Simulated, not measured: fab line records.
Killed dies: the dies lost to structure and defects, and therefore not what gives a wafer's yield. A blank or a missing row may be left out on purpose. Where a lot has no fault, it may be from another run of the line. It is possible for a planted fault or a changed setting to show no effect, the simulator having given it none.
What tool caused it? | flow gf180mcu | 12 lots, 36 wafers sampled, at 5 steps of a route of 602

## WHAT THE GAUGES SHOWED, per wafer
GF_POLY_GATE_OVL_MEAS_11.
lot  | measured     | on         | POLY_GATE_OVL (nm)
L212 | day 9 10:04  | overlay-01 | 1 -6 2
L213 | day 9 15:55  | overlay-01 | 7 4 11
L214 | day 9 20:34  | overlay-01 | 0 6 -8
L215 | day 10 05:52 | overlay-01 | -3 1 -3
L216 | day 10 09:23 | overlay-02 | -7 -7 1
L217 | day 10 13:48 | overlay-01 | -5 0 -6
L224 | day 12 17:48 | overlay-01 | 3 -3 -3
L227 | day 13 11:53 | overlay-01 | 2 0 8
L228 | day 13 19:50 | overlay-02 | -5 -10 -6
L231 | day 14 20:09 | overlay-01 | 3 -1 4
L232 | day 15 02:11 | overlay-02 | 0 -1 0
L233 | day 15 08:26 | overlay-01 | 3 -7 1

GF_NSD_CD_MEAS_07: target cd 400 nm.
lot  | measured     | on       | cdNm (nm)
L212 | day 13 12:04 | cdSem-02 | 403.0 403.7 403.0
L213 | day 13 21:25 | cdSem-01 | 402.9 404.9 404.3
L214 | day 14 00:31 | cdSem-01 | 399.5 398.3 399.5
L215 | day 14 13:55 | cdSem-01 | 396.0 397.0 396.0
L216 | day 14 16:26 | cdSem-01 | 402.5 404.7 405.4
L217 | day 14 19:40 | cdSem-02 | 401.2 401.5 399.4
L224 | day 17 12:33 | cdSem-01 | 389.3 387.7 388.5
L227 | day 18 07:12 | cdSem-01 | 390.0 389.3 387.9
L228 | day 18 20:47 | cdSem-02 | 401.9 400.6 399.1
L231 | day 19 22:04 | cdSem-02 | 401.7 402.9 403.8
L232 | day 20 03:16 | cdSem-01 | 400.3 398.4 398.4
L233 | day 20 10:41 | cdSem-02 | 399.6 398.5 401.6

## WHICH TOOL RAN EACH LOT (tool, then ch and the chambers of the sampled wafers, then the start)
lot  | GF_POLY_GATE_STRIP_14               | GF_HV_LDD_STRIP_37                  | GF_NSD_EXPOSE_04
L212 | plasmaAsher-03 ch 0,1, day 9 10:13  | plasmaAsher-04 ch 1, day 11 18:01   | ilineStepper-01 ch 0, day 13 02:22
L213 | plasmaAsher-01 ch 0,1, day 9 16:04  | plasmaAsher-04 ch 0,1, day 12 01:10 | ilineStepper-01 ch 0, day 13 10:52
L214 | plasmaAsher-02 ch 0,1, day 9 20:43  | plasmaAsher-04 ch 0,1, day 12 05:46 | ilineStepper-01 ch 0, day 13 14:04
L215 | plasmaAsher-01 ch 0,1, day 10 06:01 | plasmaAsher-04 ch 0,1, day 12 16:40 | ilineStepper-01 ch 0, day 14 03:48
L216 | plasmaAsher-01 ch 0, day 10 09:31   | plasmaAsher-03 ch 0, day 12 19:49   | ilineStepper-01 ch 0, day 14 06:37
L217 | plasmaAsher-02 ch 0,1, day 10 13:56 | plasmaAsher-04 ch 0,1, day 13 00:02 | ilineStepper-02 ch 0, day 14 09:37
L224 | plasmaAsher-02 ch 0,1, day 12 17:57 | plasmaAsher-03 ch 0,1, day 15 11:42 | ilineStepper-01 ch 0, day 17 00:50
L227 | plasmaAsher-02 ch 0,1, day 13 12:01 | plasmaAsher-01 ch 0,1, day 16 06:39 | ilineStepper-01 ch 0, day 17 20:16
L228 | plasmaAsher-03 ch 0,1, day 13 19:58 | plasmaAsher-01 ch 0,1, day 16 16:50 | ilineStepper-02 ch 0, day 18 08:35
L231 | plasmaAsher-03 ch 0,1, day 14 20:19 | plasmaAsher-01 ch 0,1, day 17 18:33 | ilineStepper-02 ch 0, day 19 10:23
L232 | plasmaAsher-02 ch 0,1, day 15 02:19 | plasmaAsher-01 ch 0,1, day 18 00:28 | ilineStepper-02 ch 0, day 19 15:38
L233 | plasmaAsher-02 ch 0,1, day 15 08:36 | plasmaAsher-03 ch 0,1, day 18 07:00 | ilineStepper-02 ch 0, day 19 22:35
- GF_POLY_GATE_STRIP_14: strips in O2/N2.
- GF_HV_LDD_STRIP_37: strips in O2/N2.
- GF_NSD_EXPOSE_04: exposes mask Nplus, target cd 400 nm.

## WHAT THE TOOLS THEMSELVES READ (means of the sampled wafers that have a number; where no wafer has one, the mark that the record gives instead)
GF_POLY_GATE_STRIP_14.
lot  | tool           | drypumpMotorCurrentA (A) | heaterPowerW (W) | o2FlowSccm (sccm) | oesProductAu (a.u.)
L212 | plasmaAsher-03 | 4.9                      | 294              | 3008              | 0.502
L213 | plasmaAsher-01 | 5.7                      | 363              | 3001              | 0.505
L214 | plasmaAsher-02 | 5.7                      | 293              | 2999              | 0.508
L215 | plasmaAsher-01 | 5.7                      | 359              | 3012              | 0.505
L216 | plasmaAsher-01 | 5.6                      | 358              | 2993              | 0.505
L217 | plasmaAsher-02 | 5.7                      | 313              | 3002              | 0.506
L224 | plasmaAsher-02 | 5.7                      | 291              | 2998              | 0.510
L227 | plasmaAsher-02 | 5.7                      | 286              | 2997              | 0.504
L228 | plasmaAsher-03 | 5.1                      | 308              | 2994              | 0.503
L231 | plasmaAsher-03 | 5.0                      | 294              | 3009              | 0.506
L232 | plasmaAsher-02 | 5.7                      | 293              | 2999              | 0.507
L233 | plasmaAsher-02 | 5.7                      | 306              | 3007              | 0.507

GF_HV_LDD_STRIP_37.
lot  | tool           | drypumpMotorCurrentA (A) | heaterPowerW (W) | o2FlowSccm (sccm) | oesProductAu (a.u.) | stripTimeToEndpointS (s)
L212 | plasmaAsher-04 | 6.3                      | 279              | 3008              | 0.710               | 12.56
L213 | plasmaAsher-04 | 6.0                      | 309              | 2995              | 0.715               | 12.65
L214 | plasmaAsher-04 | 5.6                      | 338              | 3006              | 0.715               | 12.63
L215 | plasmaAsher-04 | 6.0                      | 310              | 3005              | 0.713               | 12.64
L216 | plasmaAsher-03 | 4.8                      | 281              | 3011              | 0.712               | 12.59
L217 | plasmaAsher-04 | 6.0                      | 311              | 2999              | 0.717               | 12.65
L224 | plasmaAsher-03 | 5.1                      | 310              | 3001              | 0.717               | 12.57
L227 | plasmaAsher-01 | 5.6                      | 356              | 2998              | 0.715               | 12.62
L228 | plasmaAsher-01 | 5.6                      | 355              | 3003              | 0.717               | 12.61
L231 | plasmaAsher-01 | 5.6                      | 366              | 3004              | 0.716               | 12.60
L232 | plasmaAsher-01 | 5.7                      | 357              | 2990              | 0.722               | 12.60
L233 | plasmaAsher-03 | 5.1                      | 314              | 3003              | 0.717               | 12.61

GF_NSD_EXPOSE_04.
lot  | tool            | exposureDoseMJCm2 | reticleTempC (C)
L212 | ilineStepper-01 | 139.7             | 22.96
L213 | ilineStepper-01 | 140.0             | 23.01
L214 | ilineStepper-01 | 139.9             | 23.01
L215 | ilineStepper-01 | 140.1             | 23.09
L216 | ilineStepper-01 | 139.9             | 22.85
L217 | ilineStepper-02 | 141.4             | 23.02
L224 | ilineStepper-01 | 134.1             | 22.97
L227 | ilineStepper-01 | 135.2             | 22.96
L228 | ilineStepper-02 | 141.4             | 22.97
L231 | ilineStepper-02 | 141.2             | 23.06
L232 | ilineStepper-02 | 141.4             | 22.83
L233 | ilineStepper-02 | 141.3             | 22.98

## THE ANSWER, worked out from the rows above alone
Rule: usual is defined by the lots themselves. The widest of any qualifying gaps counts: lots, ordered by their means at a reading, are off when they make up no more than a third of the lots, leave a main group of 4 or more, and stand apart from it by 3 or more times the standard deviation of that group's means. A main group is skipped when, at the precision printed for the reading in the tables above, its means are all equal. Also off: a lot with no number at a reading for which 4 or more lots have one. All remaining lots with rows at the step are treated as sound. Order of review: gauges by route order, followed by the tools' own readings, for which a lot's mean as printed above is used. At the first step where some lot is off, the reading lying furthest off is the one used; lots without a number count as furthest.
Off, at GF_NSD_CD_MEAS_07 on cdNm: L224, L227. For the main group the mean is 401.0 nm and the standard deviation 2.4.
A tool fits if, at a process step before that reading, it ran every lot that is off, and no sound lot after the first of them. Not tried: the gauges at GF_NSD_CD_MEAS_07; whatever is off there is also off at GF_NSD_EXPOSE_04, on other tools, and gauge error can't account for it. One fits: ilineStepper-01 at GF_NSD_EXPOSE_04. Its last sound lot is L216 (day 14 06:37), its first lot that is off L224 (day 17 00:50): a fault that began between those two fits.
On the lots that are off, the tool's own readings at GF_NSD_EXPOSE_04 differ by more than 5 times the standard deviation of the sound lots' means, which bears it out; exposureDoseMJCm2 reads 134.6 there versus 140.6 on the sound lots.

## WHAT THE SIMULATOR HAD PUT IN
Process parameters drifting: ilineStepper-01 at GF_NSD_EXPOSE_04, beginning at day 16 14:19. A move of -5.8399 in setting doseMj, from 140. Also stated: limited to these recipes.
Lots struck among those shown: L224, L227. The rule above found the same.
